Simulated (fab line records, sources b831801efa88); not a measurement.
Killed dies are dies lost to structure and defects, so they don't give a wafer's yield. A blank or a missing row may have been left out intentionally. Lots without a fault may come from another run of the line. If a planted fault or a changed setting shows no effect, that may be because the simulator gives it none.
fab line records    flow sfqLine
record lots=5  wafers=14  lastDay=81
route steps=325 shown L0V@27 M0@28
lots that met no fault: taken from a fault-free run of the same line
startH: hours from the record's first day to the start of the lot's first wafer shown    waitH: how many hours have passed since the lot's step before this one    " as in the row above    L1.1+2: one row covering several wafers at once    - value missing, or start not given    * or withheld: withheld    < > ~ a bound
route shown NAME@n: a module of which the file shows steps, and the number in the route of the first    usual: mean/standard deviation taken from wafers without a fault    same: alike in all rows    chamber/n: place in a boat    sites: each site's reading    _std_site: standard deviation of those values    _edge_site: the outer-site mean with the inner-site mean subtracted    radiusMm: for every site, how far away it sits from the centre of the wafer    mask NAME#n: copy n    behind: tool/chamber where the wafer was last shaped    hold: what put the lot on hold/how long, in hours/how the hold closed    device: the n, p or np transistor that did not switch    end of line: the tests these same wafers got at the end of their route    step lacking rows: just its recipe    killed: the dies lost at the first sort to structure and to defects; this is not the yield of the wafer    map: per-die view of a wafer (x killed, . not killed, _ where there is no die)
set.NAME: the setting as run; set.NAME@STEP: as run at that earlier step    model.NAME: the simulator's own value behind a step, which no gauge read
lots at some steps of the route; a table a step, a row a wafer
services: from which hour (startH, from the record's first day; less than 0 if before it) a tool's chamber was out of use, for how many hours, and why
## steps
# step SFQ_TRILAYER_L0_VIA_STRIP_SOLV_CLEAN_018
# recipe chemistry=NMP  tempC=70  timeS=600
# step SFQ_TRILAYER_M0_DEP_PRE_CLEAN_020
# recipe gas=Ar  timeS=15  biasV=250
# step SFQ_TRILAYER_M0_DEP_SPUTTER_019
# recipe material=Nb  basePressurePa=1.33e-06  chamberPressurePa=0.1333  substrateTempC=20  resputterCathodeVoltageV=400  targetThkNm=200  powerW=2000  timeS=133.3
# usual throttleValvePct=30.1/1.4
lot.wafer  tool           chamber  startH  waitH  throttleValvePct
L107.1     pvdSputter-03  -        197.45  0.0    28.4
L107.2     "              -        "       "      30.6
L107.3     "              -        "       "      32.4
L108.1     pvdSputter-06  -        202.25  0.0    29.0
L108.2     "              -        "       "      28.7
L108.6     "              -        "       "      28.9
L112.2     pvdSputter-06  -        235.00  0.0    31.0
L112.6     "              -        "       "      30.8
L117.1     pvdSputter-06  -        274.75  0.0    31.0
L117.2     "              -        "       "      28.9
L117.5     "              -        "       "      28.5
L125.1     pvdSputter-04  -        329.86  0.0    31.4
L125.3     "              -        "       "      30.2
L125.6     "              -        "       "      31.4
# step SFQ_M0_RS_MEAS_904
# recipe thkMeasGauge=four-point-probe  reads=Nb_of_TRILAYER_M0_DEP_SPUTTER_019
# usual M0_NB_RS=0.884/0.011
lot.wafer  tool          chamber  startH  waitH  M0_NB_RS[ohm/sq]
L107.1     filmMetro-02  -        197.54  0.0    0.881
L107.2     "             -        "       "      0.878
L107.3     "             -        "       "      0.869
L108.1     filmMetro-04  -        202.34  0.0    0.904
L108.2     "             -        "       "      0.876
L108.6     "             -        "       "      0.875
L112.2     filmMetro-04  -        235.11  0.1    0.892
L112.6     "             -        "       "      0.885
L117.1     filmMetro-02  -        274.84  0.0    0.888
L117.2     "             -        "       "      0.886
L117.5     "             -        "       "      0.873
L125.1     filmMetro-04  -        329.95  0.0    0.890
L125.3     "             -        "       "      0.890
L125.6     "             -        "       "      0.891
# step SFQ_TRILAYER_M0_LITHO_COAT_026
# recipe resist=BARC  spinRpm=3000  resistThkNm=62
# step SFQ_TRILAYER_M0_LITHO_COAT_021
# recipe resist=KrF  spinRpm=3000  resistThkNm=600
# step SFQ_TRILAYER_M0_LITHO_SOFTBAKE_025
# recipe tempC=withheld  timeS=withheld  resist=KrF
# step SFQ_TRILAYER_M0_LITHO_EXPOSE_022
# recipe maskId=M0  na=0.6  sourceShape=conventional  sigmaOuter=0.65  targetCdNm=500  doseMj=14.4
# step SFQ_TRILAYER_M0_LITHO_PEB_024
# recipe pebTempC=115  pebTimeS=60  resist=KrF
# step SFQ_TRILAYER_M0_LITHO_DEVELOP_023
# recipe timeS=60  resist=KrF
# step SFQ_M0_OVL_MEAS_906
# usual M0_OVL=0/5.5
lot.wafer  tool        chamber  startH  waitH  M0_OVL[nm]
L107.1     overlay-02  -        294.22  0.1    7
L107.2     "           -        "       "      10
L107.3     "           -        "       "      5
L108.1     overlay-01  -        295.42  0.1    9
L108.2     "           -        "       "      -1
L108.6     "           -        "       "      6
L112.2     overlay-01  -        300.23  0.1    -3
L112.6     "           -        "       "      -7
L117.1     overlay-02  -        307.42  0.1    5
L117.2     "           -        "       "      0
L117.5     "           -        "       "      5
L125.1     overlay-02  -        332.38  0.1    2
L125.3     "           -        "       "      4
L125.6     "           -        "       "      -3
# step SFQ_TRILAYER_M0_BARC_OPEN_METAL_ETCH_031
# recipe maskMaterial=PR  chemistry=O2  targetDepthNm=125  target=BARC  icpW=600  biasW=80  pressureMtorr=10  timeS=41.7
# usual drypumpMotorCurrentA=5.9/0.31  oesProductAu=0.685/0.0043  runLengthS=70.1/0.3
lot.wafer  tool         chamber  startH  waitH  drypumpMotorCurrentA  oesProductAu  rfHoursCounterH  runLengthS  model.KrF_of_TRILAYER_M0_LITHO_COAT_021.thkNm
L107.1     rieMetal-01  1        294.26  0.0    5.7                   0.687         89               70.3        520.8
L107.2     "            0        "       "      5.8                   0.686         54               70.0        522
L107.3     "            0        "       "      5.8                   0.691         -                69.5        519.8
L108.1     rieMetal-03  0        295.46  0.0    5.5                   0.689         65               69.9        524.3
L108.2     "            1        "       "      6.4                   0.686         25               70.1        524.4
L108.6     "            0        "       "      5.5                   0.685         -                70.2        523.4
L112.2     rieMetal-03  0        300.28  0.0    5.5                   0.626         -                79.0        510.8
L112.6     "            0        "       "      5.5                   0.626         -                79.4        509.5
L117.1     rieMetal-01  1        307.46  0.0    5.8                   0.678         92               70.0        518.6
L117.2     "            0        "       "      5.8                   0.681         57               70.2        521.9
L117.5     "            0        "       "      5.8                   0.680         -                69.7        520.1
L125.1     rieMetal-01  0        332.42  0.0    5.8                   0.692         61               69.7        525.1
L125.3     "            1        "       "      5.7                   0.691         -                69.9        523.5
L125.6     "            1        "       "      5.7                   0.687         -                69.9        526.1
# step SFQ_TRILAYER_M0_ETCH_METAL_ETCH_024
# recipe target=Nb  stopOn=SiO2  maskMaterial=PR  chemistry=Cl2/Ar  targetDepthNm=240  icpW=600  biasW=80  pressureMtorr=10  timeS=120
# usual drypumpMotorCurrentA=5.9/0.31  oesProductAu=0.898/0.0077  runLengthS=148.42/0.29
lot.wafer  tool         chamber  startH  waitH  drypumpMotorCurrentA  oesProductAu  rfHoursCounterH  runLengthS  model.KrF_of_TRILAYER_M0_LITHO_COAT_021.thkNm
L107.1     rieMetal-01  1        294.32  0.0    5.7                   0.893         89               148.54      377.7
L107.2     "            0        "       "      5.8                   0.901         54               148.25      381
L107.3     "            0        "       "      5.8                   0.905         -                148.22      379.6
L108.1     rieMetal-03  0        295.52  0.0    5.6                   0.889         65               148.73      380.6
L108.2     "            1        "       "      6.3                   0.911         25               148.65      382.5
L108.6     "            0        "       "      5.5                   0.904         -                148.62      379.2
L112.2     rieMetal-03  0        300.42  0.1    5.5                   0.893         -                148.48      367.9
L112.6     "            0        "       "      5.5                   0.892         -                148.58      366.4
L117.1     rieMetal-01  1        307.52  0.0    5.7                   0.895         92               148.41      378.5
L117.2     "            0        "       "      5.8                   0.895         57               148.68      381.3
L117.5     "            0        "       "      5.8                   0.899         -                147.92      379.6
L125.1     rieMetal-01  0        332.48  0.0    5.8                   0.892         61               147.87      385.5
L125.3     "            1        "       "      5.7                   0.888         -                148.32      382.9
L125.6     "            1        "       "      5.7                   0.890         -                148.83      386
# step SFQ_TRILAYER_M0_STRIP_STRIP_025
# recipe gas=O2  powerW=200  platenTempC=40  overashFraction=0.65  chemistry=O2  pressureMtorr=50
# usual drypumpMotorCurrentA=5.9/0.31  oesProductAu=1.006/0.008
# same overashFraction=0.65
lot.wafer  tool         chamber  startH  waitH  drypumpMotorCurrentA  oesProductAu  rfHoursCounterH
L107.1     rieMetal-01  1        294.44  0.1    5.7                   1.010         89
L107.2     "            0        "       "      5.8                   0.998         54
L107.3     "            0        "       "      5.8                   1.003         -
L108.1     rieMetal-03  0        295.64  0.1    5.5                   1.001         65
L108.2     "            1        "       "      6.3                   1.005         25
L108.6     "            0        "       "      5.5                   1.014         -
L112.2     rieMetal-03  0        300.83  0.4    5.5                   1.008         -
L112.6     "            0        "       "      5.6                   1.003         -
L117.1     rieMetal-01  1        307.64  0.1    5.7                   1.008         92
L117.2     "            0        "       "      5.8                   0.996         57
L117.5     "            0        "       "      5.8                   0.987         -
L125.1     rieMetal-01  0        332.60  0.1    5.8                   0.998         62
L125.3     "            1        "       "      5.7                   0.994         -
L125.6     "            1        "       "      5.7                   1.000         -
## services
tool           chamber  startH  hours  kind
pvdSputter-03  -        189.83  4.6    repair
pvdSputter-04  -        201.76  7.9    repair
rieMetal-03    1        270.88  12.7   repair
pvdSputter-04  -        272.09  2.9    repair
pvdSputter-03  -        287.11  3.2    repair
pvdSputter-04  -        293.06  34.3   repair
pvdSputter-04  -        325.80  3.1    repair
## key
firstSign step=SFQ_TRILAYER_M0_BARC_OPEN_METAL_ETCH_031  reading=runLengthS  direction=up  sigmas=30  usual=*  struck=*
effect step=SFQ_TRILAYER_M0_BARC_OPEN_METAL_ETCH_031  reading=oesProductAu  direction=down  sigmas=14  usual=0.685  struck=0.626
modelEffect step=SFQ_TRILAYER_M0_BARC_OPEN_METAL_ETCH_031  value=KrF_of_TRILAYER_M0_LITHO_COAT_021.thkNm  without=521.4  struck=510.1
modelEffect step=SFQ_TRILAYER_M0_ETCH_METAL_ETCH_024  value=KrF_of_TRILAYER_M0_LITHO_COAT_021.thkNm  without=378.4  struck=367.1
metAt SFQ_TRILAYER_M0_BARC_OPEN_METAL_ETCH_031
struckWafers L112.2,L112.6
onsetBetween 295.46 300.28
fault kind=processParameterDrift  tool=rieMetal-03  chamber=-  onsetH=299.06  steps=SFQ_TRILAYER_M0_BARC_OPEN_METAL_ETCH_031  channel=timeS  offset=*  shape=step  endH=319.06  scope=struckWafersOnly  actsIn=*  stated=*
